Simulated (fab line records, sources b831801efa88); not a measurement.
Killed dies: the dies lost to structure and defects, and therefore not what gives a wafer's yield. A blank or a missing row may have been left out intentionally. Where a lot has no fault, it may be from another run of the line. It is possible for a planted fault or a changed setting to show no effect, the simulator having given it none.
Struck lot and sound lot, side by side -- flow sky130 -- 30 steps out of a route of 708
Sound: wafers L969.1, L969.2, L969.4. Struck: wafers L981.4, L981.5, L981.6. Last of all comes the cause.
Each step with rows lists, per side, the tool, then ch with its chambers, then its first start. Under that, the readings that differ: sound wafers -- struck wafers -- difference of the means -- sigmas: that difference in standard deviations of wafers without a fault.
alike: same words and numbers on both sides, and readings whose means sit less than 2 such deviations apart. not compared: any withheld reading, any reading some wafer has no value for, any bound like >300 that may hide the same value, and any number with overlapping values for which the record gives no deviation.
The two part at a step that has a row with sigmas, a row that says differs or no value, or rows on one side only. When numbers do not overlap yet have no deviation, they are printed without sigmas and do not part them. A reading missing from all wafers of one side parts the sides only when that side holds two or more wafers.

SKY_PWDE_STRIP_09: strips in O2/N2.
  sound on plasma asher-02 ch 0,1, day 4 01:58; struck on plasma asher-02 ch 0,1, day 7 13:20
  alike: drypump motor current A, oes product au, strip time to endpoint s
  not compared: rf hours counter h
SKY_PWDE_TW_MEAS_10:
  sound on film metro-04, day 4 02:04; struck on film metro-02, day 7 13:26
  alike: PWDE_TW
then, 7 steps without rows for these wafers: SKY_NWELL_DEHYDRATE_03 (time 60 s); SKY_NWELL_HMDS_04 (prime time 60 s); SKY_NWELL_COAT_05 (resist thk 3000 nm); SKY_NWELL_SOFTBAKE_06; SKY_NWELL_EXPOSE_07 (exposes mask NWM, target cd 840 nm); SKY_NWELL_PEB_08; SKY_NWELL_DEVELOP_09 (develop time 60 s).
SKY_NWELL_OVL_MEAS_10:
  sound on overlay-02, day 4 19:14; struck on overlay-02, day 8 08:53
  alike: NWELL_00_OVL
then, 2 steps without rows for these wafers: SKY_NWELL_IMPLANT_11; SKY_NWELL_IMPLANT_12.
SKY_NWELL_IMPLANT_13:
  sound on implanter-04 ch 0, day 4 19:34; struck on implanter-04 ch 0, day 8 09:17
reading,sound,struck,difference,sigmas
implant ion amu,31 31 31,11 11 11,-20,
model.implant.rp nm (nm),60.53 60.53 60.53,156.6 156.6 156.6,+96.1,
model.implant.drp nm (nm),25.55 25.55 25.55,58.55 58.55 58.55,+33.00,
  alike: end station pressure torr
SKY_NWELL_STRIP_14: strips in O2/N2.
  sound on plasma asher-04 ch 0,1, day 4 19:43; struck on plasma asher-04 ch 0,1, day 8 09:23
  alike: drypump motor current A, oes product au, strip time to endpoint s
  not compared: rf hours counter h
SKY_NWELL_TW_MEAS_15:
  sound on film metro-03, day 4 19:49; struck on film metro-02, day 8 09:29
  alike: NWELL_TW
then, 7 steps without rows for these wafers: SKY_NWELL_DEHYDRATE_16 (time 60 s); SKY_NWELL_HMDS_17 (prime time 60 s); SKY_NWELL_COAT_18 (resist thk 3000 nm); SKY_NWELL_SOFTBAKE_19; SKY_NWELL_EXPOSE_20 (exposes mask NWM COMPLEMENT, target cd 840 nm); SKY_NWELL_PEB_21; SKY_NWELL_DEVELOP_22 (develop time 60 s).
SKY_NWELL_OVL_MEAS_23:
  sound on overlay-01, day 5 13:02; struck on overlay-02, day 9 06:42
  alike: NWELL_01_OVL
next, for these wafers, 1 step has no rows: SKY_NWELL_IMPLANT_24.
SKY_NWELL_STRIP_25: strips in O2/N2.
  sound on plasma asher-03 ch 0,1, day 5 13:13; struck on plasma asher-04 ch 0,1, day 9 06:54
  alike: drypump motor current A, oes product au, strip time to endpoint s
  not compared: rf hours counter h
SKY_NWELL_TW_MEAS_26:
  sound on film metro-03, day 5 13:19; struck on film metro-04, day 9 07:00
  alike: NWELL_2_TW
then, 1 step without rows for these wafers: SKY_NWELL_CLEAN_27 (cleans in SC1/SC2, time 150 s).
SKY_NWELL_RTA_28: time 30 s.
  sound on rtp anneal-01 ch 0, day 5 13:25; struck on rtp anneal-02 ch 0, day 9 07:08
reading,sound,struck,difference,sigmas
anneal temp c max,1059 1058 1064,1052 1053 1053,-8,-2
  alike: lamp power pct, wafer_temp_C_max
SKY_NWELL_RS_MEAS_29: the measuring method here is four-point-probe.
  sound on film metro-04, day 5 13:31; struck on film metro-03, day 9 07:14
reading,sound,struck,difference,sigmas
NWELL_RS (ohm/sq),619.5 618.6 618.7,- - -,no value on the struck wafers,
next, for these wafers, 1 step has no rows: SKY_PAD_OPEN_PROBE_99.

## WHERE THEY PART
Last at SKY_NWELL_RS_MEAS_29 as far as this record goes, first at SKY_NWELL_RTA_28.

WHY: the cause the simulator had injected
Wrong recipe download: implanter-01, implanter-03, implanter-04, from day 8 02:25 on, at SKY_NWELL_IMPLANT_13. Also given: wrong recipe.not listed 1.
